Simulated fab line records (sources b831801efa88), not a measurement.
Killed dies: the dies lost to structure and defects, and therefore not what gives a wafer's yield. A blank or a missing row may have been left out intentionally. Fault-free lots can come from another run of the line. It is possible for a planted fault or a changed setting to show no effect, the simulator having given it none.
Chamber matching -- flow sfq_line -- SFQ_TRILAYER_I6_VIA_ETCH_VIA_ETCH_172 on rie_diel-03: 4 sister chambers
The step etches SiO2 in CHF3, stops on Nb, target depth 260 nm. 15 wafers are shown with their chamber, then 7 later ones without.

EACH WAFER AND ITS CHAMBER
wafer,chamber,drypump_motor_current_A (A),oes_product_au (a.u.)
L792.1,3,6.3,0.852
L792.3,0,6.1,0.853
L792.4,1,5.2,0.856
L793.2,0,6.1,0.866
L793.4,0,6.1,0.853
L793.6,2,6.7,0.858
L794.2,0,6.1,0.853
L794.5,1,5.2,0.867
L794.6,2,6.7,0.855
L795.1,1,5.2,0.854
L795.5,3,6.3,0.868
L795.6,2,6.7,0.864
L799.3,2,6.8,0.865
L801.3,0,6.1,0.850
L801.4,2,6.7,0.863

SIGNATURES (means of the wafers above)
reading,chamber 0,chamber 1,chamber 2,chamber 3,scatter within a chamber
drypump_motor_current_A,6.100,5.200,6.720,6.300,0.027
oes_product_au,0.85500,0.85900,0.86100,0.86000,0.00645
Rule: distance of a wafer from a chamber = root of the sum over the readings of ((wafer's reading minus chamber's mean) / reading's scatter) squared. The wafer belongs to the nearest chamber; if the next one is less than 2 further off, it can't be placed. How the scatter is found: for the shown wafers, subtract from each reading the mean of its chamber, square and add these, divide the total by (wafers less chambers), then take the root.

WAFERS WITHOUT THEIR CHAMBER
wafer,drypump_motor_current_A (A),oes_product_au (a.u.)
L801.5,6.1,0.856
L807.1,5.3,0.863
L807.3,6.7,0.850
L807.4,6.1,0.862
L814.2,6.7,0.857
L814.5,6.1,0.853
L814.6,6.3,0.856

CHAMBER TAKEN BY EACH
wafer,from the rows above,in truth
L801.5,0,0
L807.1,1,1
L807.3,2,2
L807.4,0,0
L814.2,2,2
L814.5,0,0
L814.6,3,3
7 of 7 placed correctly. Left unplaced by these rows: 0. Placed wrongly: 0.
